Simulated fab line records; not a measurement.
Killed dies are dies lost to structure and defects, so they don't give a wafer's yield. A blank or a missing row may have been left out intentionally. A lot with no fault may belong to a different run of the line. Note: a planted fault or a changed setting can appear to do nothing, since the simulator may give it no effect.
Which tool was responsible? + flow gf180mcu + Sampling: 13 lots, 38 wafers, 5 of 602 route steps

WHAT THE GAUGES READ, wafer by wafer
GF_V3_BOW_MEAS_05. Usual: for V3_BOW the level is 118 um and the standard deviation is 7.7.
| lot  | measured     | on            | V3_BOW (um) | flag |
|------|--------------|---------------|-------------|------|
| L771 | day 22 04:41 | film_metro-04 | 118 109 117 |      |
| L772 | day 22 16:50 | film_metro-01 | 124 108 125 |      |
| L774 | day 23 07:01 | film_metro-04 | 112 123 101 |      |
| L775 | day 23 11:49 | film_metro-03 | 121 117 124 |      |
| L776 | day 23 21:49 | film_metro-04 | 121 125 125 |      |
| L778 | day 24 08:12 | film_metro-03 | 121 120 113 |      |
| L780 | day 25 03:44 | film_metro-04 | 119 115 121 |      |
| L785 | day 26 15:57 | film_metro-04 | 87 86 90    | OFF  |
| L786 | day 27 02:44 | film_metro-01 | 94 86 83    | OFF  |
| L787 | day 27 09:10 | film_metro-04 | 88 95 91    | OFF  |
| L791 | day 28 04:24 | film_metro-04 | 116 105 113 |      |
| L792 | day 28 07:40 | film_metro-04 | 123 131     |      |
| L793 | day 28 09:37 | film_metro-04 | 110 102 110 |      |

GF_V3_OVL_MEAS_15. Usual: for V3_OVL the level is 1 nm and the standard deviation is 6.1.
| lot  | measured     | on         | V3_OVL (nm) | flag |
|------|--------------|------------|-------------|------|
| L771 | day 23 03:09 | overlay-01 | -1 -7 1     |      |
| L772 | day 23 15:39 | overlay-02 | -11 -11 -10 |      |
| L774 | day 24 05:57 | overlay-01 | 7 9 1       |      |
| L775 | day 24 09:51 | overlay-02 | 8 2 -7      |      |
| L776 | day 24 19:31 | overlay-02 | -2 -2 -1    |      |
| L778 | day 25 06:19 | overlay-01 | 4 -2 13     |      |
| L780 | day 26 00:06 | overlay-02 | 5 12 16     |      |
| L785 | day 27 12:19 | overlay-02 | -1 -1 1     |      |
| L786 | day 27 22:49 | overlay-01 | 9 9 2       |      |
| L787 | day 28 04:49 | overlay-02 | 5 6 4       |      |
| L791 | day 28 23:37 | overlay-01 | 1 6 4       |      |
| L792 | day 29 03:07 | overlay-02 | 0 8         |      |
| L793 | day 29 04:50 | overlay-02 | 3 0 0       |      |

WHICH TOOL RAN EACH LOT (tool, then ch and the chambers of the sampled wafers, then the start)
| lot  | GF_V2_SPUTTER_22             | GF_M3_SPUTTER_00             | GF_V3_CVD_00                     |
|------|------------------------------|------------------------------|----------------------------------|
| L771 | pvd_sputter-01, day 21 03:01 | pvd_sputter-04, day 21 03:38 | hdpcvd-01 ch 0,1,2, day 22 04:08 |
| L772 | pvd_sputter-03, day 21 15:07 | pvd_sputter-02, day 21 15:45 | hdpcvd-02 ch 0,1,2, day 22 16:17 |
| L774 | pvd_sputter-01, day 22 06:16 | pvd_sputter-02, day 22 06:54 | hdpcvd-01 ch 0,2, day 23 06:27   |
| L775 | pvd_sputter-03, day 22 10:16 | pvd_sputter-01, day 22 10:53 | hdpcvd-02 ch 1,2, day 23 11:16   |
| L776 | pvd_sputter-01, day 22 21:13 | pvd_sputter-04, day 22 21:50 | hdpcvd-02 ch 1,2, day 23 21:13   |
| L778 | pvd_sputter-01, day 23 07:46 | pvd_sputter-04, day 23 08:23 | hdpcvd-02 ch 1,2, day 24 07:38   |
| L780 | pvd_sputter-01, day 24 03:07 | pvd_sputter-01, day 24 03:53 | hdpcvd-01 ch 1,2, day 25 03:10   |
| L785 | pvd_sputter-01, day 25 16:59 | pvd_sputter-02, day 25 17:37 | hdpcvd-02 ch 0,2, day 26 15:22   |
| L786 | pvd_sputter-01, day 26 04:08 | pvd_sputter-04, day 26 04:46 | hdpcvd-02 ch 0,1,2, day 27 02:09 |
| L787 | pvd_sputter-01, day 26 10:41 | pvd_sputter-02, day 26 11:19 | hdpcvd-02 ch 0,1,2, day 27 08:36 |
| L791 | pvd_sputter-01, day 27 06:16 | pvd_sputter-02, day 27 06:53 | hdpcvd-01 ch 0,2, day 28 03:48   |
| L792 | pvd_sputter-01, day 27 09:35 | pvd_sputter-02, day 27 10:20 | hdpcvd-02 ch 0,1, day 28 07:06   |
| L793 | pvd_sputter-01, day 27 11:11 | pvd_sputter-04, day 27 11:56 | hdpcvd-01 ch 0,1,2, day 28 08:59 |
- GF_V2_SPUTTER_22: material TiN, target thk 10 nm, time 40 s.
- GF_M3_SPUTTER_00: material Ti, target thk 37.5 nm, time 150 s.
- GF_V3_CVD_00: deposits SiO2, target thk 600 nm, time 100 s.

AS READ BY THE TOOLS THEMSELVES (means over the sampled wafers that have a number; for cases with no such wafer, the mark the record gives instead)
GF_V2_SPUTTER_22. Usual: 30.1 % for throttle_valve_pct, sd 0.94.
| lot  | tool           | throttle_valve_pct (%) | flag |
|------|----------------|------------------------|------|
| L771 | pvd_sputter-01 | 30.4                   |      |
| L772 | pvd_sputter-03 | 29.5                   |      |
| L774 | pvd_sputter-01 | 29.8                   |      |
| L775 | pvd_sputter-03 | 29.4                   |      |
| L776 | pvd_sputter-01 | 29.7                   |      |
| L778 | pvd_sputter-01 | 30.2                   |      |
| L780 | pvd_sputter-01 | 29.8                   |      |
| L785 | pvd_sputter-01 | 30.2                   |      |
| L786 | pvd_sputter-01 | 30.2                   |      |
| L787 | pvd_sputter-01 | 29.7                   |      |
| L791 | pvd_sputter-01 | 30.7                   |      |
| L792 | pvd_sputter-01 | 30.1                   |      |
| L793 | pvd_sputter-01 | 30.2                   |      |

GF_M3_SPUTTER_00. Usual: substrate_temp_c 200.02 C, standard deviation 0.18; throttle_valve_pct 30.0 %, standard deviation 1.3.
| lot  | tool           | substrate_temp_c (C) | throttle_valve_pct (%) | flag |
|------|----------------|----------------------|------------------------|------|
| L771 | pvd_sputter-04 | 200.09               | 29.1                   |      |
| L772 | pvd_sputter-02 | 199.92               | 31.6                   |      |
| L774 | pvd_sputter-02 | 199.96               | 31.4                   |      |
| L775 | pvd_sputter-01 | 199.93               | 30.2                   |      |
| L776 | pvd_sputter-04 | 200.10               | 28.8                   |      |
| L778 | pvd_sputter-04 | 199.93               | 29.2                   |      |
| L780 | pvd_sputter-01 | 200.11               | 30.7                   |      |
| L785 | pvd_sputter-02 | 200.01               | 31.5                   |      |
| L786 | pvd_sputter-04 | 200.05               | 28.7                   |      |
| L787 | pvd_sputter-02 | 199.99               | 31.2                   |      |
| L791 | pvd_sputter-02 | 200.00               | 31.1                   |      |
| L792 | pvd_sputter-02 | 200.20               | 31.1                   |      |
| L793 | pvd_sputter-04 | 199.85               | 28.7                   |      |

GF_V3_CVD_00. Usual: pressure_mtorr 6.000 mTorr, standard deviation 0.011; run_length_s 128.1 s, standard deviation 0.37.
| lot  | tool      | pressure_mtorr (mTorr) | run_length_s (s) | flag |
|------|-----------|------------------------|------------------|------|
| L771 | hdpcvd-01 | 6.002                  | 128.4            |      |
| L772 | hdpcvd-02 | 6.005                  | 128.0            |      |
| L774 | hdpcvd-01 | 6.004                  | 128.2            |      |
| L775 | hdpcvd-02 | 5.982                  | 128.2            |      |
| L776 | hdpcvd-02 | 6.010                  | 127.8            |      |
| L778 | hdpcvd-02 | 5.987                  | 128.2            |      |
| L780 | hdpcvd-01 | 6.000                  | 127.9            |      |
| L785 | hdpcvd-02 | -                      | -                | OFF  |
| L786 | hdpcvd-02 | -                      | -                | OFF  |
| L787 | hdpcvd-02 | -                      | -                | OFF  |
| L791 | hdpcvd-01 | 5.999                  | 127.9            |      |
| L792 | hdpcvd-02 | 5.995                  | 128.0            |      |
| L793 | hdpcvd-01 | 5.998                  | 128.3            |      |

THE ANSWER, worked out from the rows above alone
Rule: lot off if the mean of its wafers having a number is beyond 3 standard deviations from the usual mean. A lot without any number at a reading at which 4 lots or more have one is off too. The other lots that the step has rows for count as sound. The gauges are gone through in route order, then the tools' own readings, and for those a lot's mean is taken as printed above. The first step at which some lot is off is used, and at that step the reading that is off furthest; a lot without a number counts as furthest.
Off: L785, L786, L787, seen at GF_V3_BOW_MEAS_05 (V3_BOW).
A tool fits if, at a process step before that reading, it ran every lot that is off, and no sound lot after the first of them. The gauges at GF_V3_BOW_MEAS_05 aren't tried: what is off there is off at GF_V3_CVD_00 too, on other tools, and a gauge's error can't cause that. Of those tried, none fits.

WHAT WAS PUT IN BY THE SIMULATOR
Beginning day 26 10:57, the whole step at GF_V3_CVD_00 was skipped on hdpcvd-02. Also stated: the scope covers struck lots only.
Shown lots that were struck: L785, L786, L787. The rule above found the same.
